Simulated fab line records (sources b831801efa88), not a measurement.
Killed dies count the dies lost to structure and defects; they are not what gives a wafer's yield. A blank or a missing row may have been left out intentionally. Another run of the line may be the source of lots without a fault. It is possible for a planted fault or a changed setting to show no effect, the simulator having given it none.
2 desks looking at one fault :: flow sky130 :: numbers are kept per desk, each desk with only its own; the story behind them comes last

THE TOOL OWNER'S DESK: litho track-04
The tool's own readings at SKY_LDD_P_HMDS_01 (prime time 60 s): means of the sampled wafers that have a number, for each lot that ran on this tool. Any lot whose mean is over 4 standard deviations away from the usual mean is out of limits and marked OUT; that distance is given in the brackets.
Columns: A = prime temp c at SKY_LDD_P_HMDS_01, usual 119.98 C
lot: L636
first seen here: day 19 01:38
A: 119.86

lot: L637
first seen here: day 19 16:44
A: 120.00

lot: L643
first seen here: day 21 15:53
A: 120.02

lot: L644
first seen here: day 22 01:10
A: 120.01

lot: L648
first seen here: day 23 06:14
A: 117.84 (-16) OUT

lot: L650
first seen here: day 24 03:50
A: 117.75 (-17) OUT
This desk finds L648, L650 out of limits, L648 being first, at day 23 06:14 (prime temp c at SKY_LDD_P_HMDS_01). In limits: L636, L637, L643, L644.

METROLOGY DESK
What the gauges read, lot by lot, whatever tool the lot ran on: means of the sampled wafers that have a number. Any lot whose mean is over 4 standard deviations away from the usual mean is out of limits and marked OUT; that distance is given in the brackets.
Columns: A = POLY_GATE_OXIDATION_THK at SKY_POLY_GATE_THK_MEAS_21, usual 4.01 nm; B = LDD_HVN_OVL at SKY_LDD_HVN_OVL_MEAS_07, usual -1.5 nm
lot: L636
first seen here: day 17 03:53
A: 3.92
B: -1.8

lot: L637
first seen here: day 17 19:22
A: 4.07
B: -2.4

lot: L639
first seen here: day 18 02:26
A: 4.11
B: -3.7

lot: L640
first seen here: day 19 01:04
A: 4.09
B: 0.8

lot: L641
first seen here: day 19 02:20
A: 3.96
B: -1.2

lot: L643
first seen here: day 19 16:16
A: 3.97
B: -2.8

lot: L644
first seen here: day 20 03:16
A: 3.94
B: -3.2

lot: L646
first seen here: day 20 17:03
A: 3.98
B: -0.8

lot: L648
first seen here: day 21 06:52
A: 3.90
B: -2.4

lot: L647
first seen here: day 21 10:32
A: 4.07
B: -0.2

lot: L650
first seen here: day 22 04:53
A: 4.03
B: -1.8

lot: L656
first seen here: day 23 20:57
A: 3.98
B: -1.6

lot: L658
first seen here: day 24 22:19
A: 4.05
B: -1.3
This desk found nothing out of limits on any of the 13 lots.

TAKEN TOGETHER
The tool owner's desk had the chance to raise an alarm at day 23 06:14 on L648, L650.
The metrology desk saw nothing out of limits.
The metrology desk holds a record of L648, L650, inside its limits.
On litho track-04, each named lot ran SKY_LDD_P_HMDS_01.

WHAT THE SIMULATOR HAD PUT IN
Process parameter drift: litho track-04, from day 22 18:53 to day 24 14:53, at SKY_LDD_P_HMDS_01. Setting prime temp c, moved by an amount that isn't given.
Shown lots that were struck: L648, L650.
Delay in hours, fault start to first out-of-limits reading, by desk: the tool owner's desk at 11.
